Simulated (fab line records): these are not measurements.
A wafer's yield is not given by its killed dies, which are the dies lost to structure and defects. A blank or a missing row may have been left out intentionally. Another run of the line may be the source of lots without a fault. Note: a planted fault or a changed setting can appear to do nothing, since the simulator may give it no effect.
Chamber matching :: flow sky130 :: SKY_CONTACT_ETCH_17 on rie_diel-02 has 4 sister chambers
The step etches SiO2 in C4F8/O2/Ar, stops on Si3N4, target depth 340 nm. 14 wafers are shown with their chamber, then 7 later ones without.

== WAFERS, EACH WITH ITS CHAMBER ==
wafer: L723.1
chamber: 1
rf_fwd_power_W (W): 1487
bias_w (W): 1196
oes_product_au (a.u.): 0.894

wafer: L723.3
chamber: 0
rf_fwd_power_W (W): 1489
bias_w (W): 1204
oes_product_au (a.u.): 0.879

wafer: L723.6
chamber: 1
rf_fwd_power_W (W): 1499
bias_w (W): 1201
oes_product_au (a.u.): 0.888

wafer: L725.2
chamber: 1
rf_fwd_power_W (W): 1492
bias_w (W): 1205
oes_product_au (a.u.): 0.897

wafer: L725.4
chamber: 0
rf_fwd_power_W (W): 1494
bias_w (W): 1194
oes_product_au (a.u.): 0.892

wafer: L725.5
chamber: 2
rf_fwd_power_W (W): 1495
bias_w (W): 1202
oes_product_au (a.u.): 0.892

wafer: L727.2
chamber: 0
rf_fwd_power_W (W): 1485
bias_w (W): 1205
oes_product_au (a.u.): 0.897

wafer: L727.3
chamber: 2
rf_fwd_power_W (W): 1491
bias_w (W): 1197
oes_product_au (a.u.): 0.888

wafer: L727.6
chamber: 0
rf_fwd_power_W (W): 1491
bias_w (W): 1201
oes_product_au (a.u.): 0.901

wafer: L733.2
chamber: 3
rf_fwd_power_W (W): 1491
bias_w (W): 1196
oes_product_au (a.u.): 0.893

wafer: L733.3
chamber: 0
rf_fwd_power_W (W): 1478
bias_w (W): 1200
oes_product_au (a.u.): 0.897

wafer: L733.5
chamber: 1
rf_fwd_power_W (W): 1500
bias_w (W): 1195
oes_product_au (a.u.): 0.895

wafer: L737.1
chamber: 2
rf_fwd_power_W (W): 1491
bias_w (W): 1207
oes_product_au (a.u.): 0.899

wafer: L737.3
chamber: 1
rf_fwd_power_W (W): 1496
bias_w (W): 1199
oes_product_au (a.u.): 0.896

SIGNATURES (means of the wafers above)
reading: rf_fwd_power_W
chamber 0: 1487.40
chamber 1: 1494.80
chamber 2: 1492.33
chamber 3: 1491.00
scatter within a chamber: 5.28

reading: bias_w
chamber 0: 1200.80
chamber 1: 1199.20
chamber 2: 1202.00
chamber 3: 1196.00
scatter within a chamber: 4.35

reading: oes_product_au
chamber 0: 0.89320
chamber 1: 0.89400
chamber 2: 0.89300
chamber 3: 0.89300
scatter within a chamber: 0.00636
Rule: for a wafer and a chamber, the distance is found by dividing, reading by reading, the gap between the wafer's reading and the chamber's mean by the reading's scatter, squaring, summing and taking the root. The wafer belongs to the nearest chamber; if the next one is less than 2 further off, it can't be placed. The scatter: take each reading less its chamber's mean, square it, sum over the shown wafers, divide by the number of wafers less the number of chambers, and take the root.

== WAFERS WITHOUT THEIR CHAMBER ==
wafer: L737.4
rf_fwd_power_W (W): 1488
bias_w (W): 1194
oes_product_au (a.u.): 0.891

wafer: L739.3
rf_fwd_power_W (W): 1483
bias_w (W): 1196
oes_product_au (a.u.): 0.892

wafer: L739.4
rf_fwd_power_W (W): 1489
bias_w (W): 1201
oes_product_au (a.u.): 0.888

wafer: L739.5
rf_fwd_power_W (W): 1487
bias_w (W): 1196
oes_product_au (a.u.): 0.896

wafer: L741.1
rf_fwd_power_W (W): 1490
bias_w (W): 1201
oes_product_au (a.u.): 0.890

wafer: L741.2
rf_fwd_power_W (W): 1494
bias_w (W): 1201
oes_product_au (a.u.): 0.892

wafer: L741.4
rf_fwd_power_W (W): 1482
bias_w (W): 1198
oes_product_au (a.u.): 0.888

== CHAMBER TAKEN BY EACH ==
wafer: L737.4
from the rows above: can't be placed: 3 or 0 or 1 or 2
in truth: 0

wafer: L739.3
from the rows above: can't be placed: 0 or 3 or 2 or 1
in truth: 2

wafer: L739.4
from the rows above: can't be placed: 0 or 2 or 3 or 1
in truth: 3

wafer: L739.5
from the rows above: can't be placed: 3 or 0 or 1 or 2
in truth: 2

wafer: L741.1
from the rows above: can't be placed: 2 or 0 or 1 or 3
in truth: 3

wafer: L741.2
from the rows above: can't be placed: 2 or 1 or 0 or 3
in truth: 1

wafer: L741.4
from the rows above: can't be placed: 0 or 3 or 2 or 1
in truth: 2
Correct placement for 0 of the 7. Unplaceable from these rows: 7, with the true chamber sitting among the candidates in 7. Wrongly placed: 0.
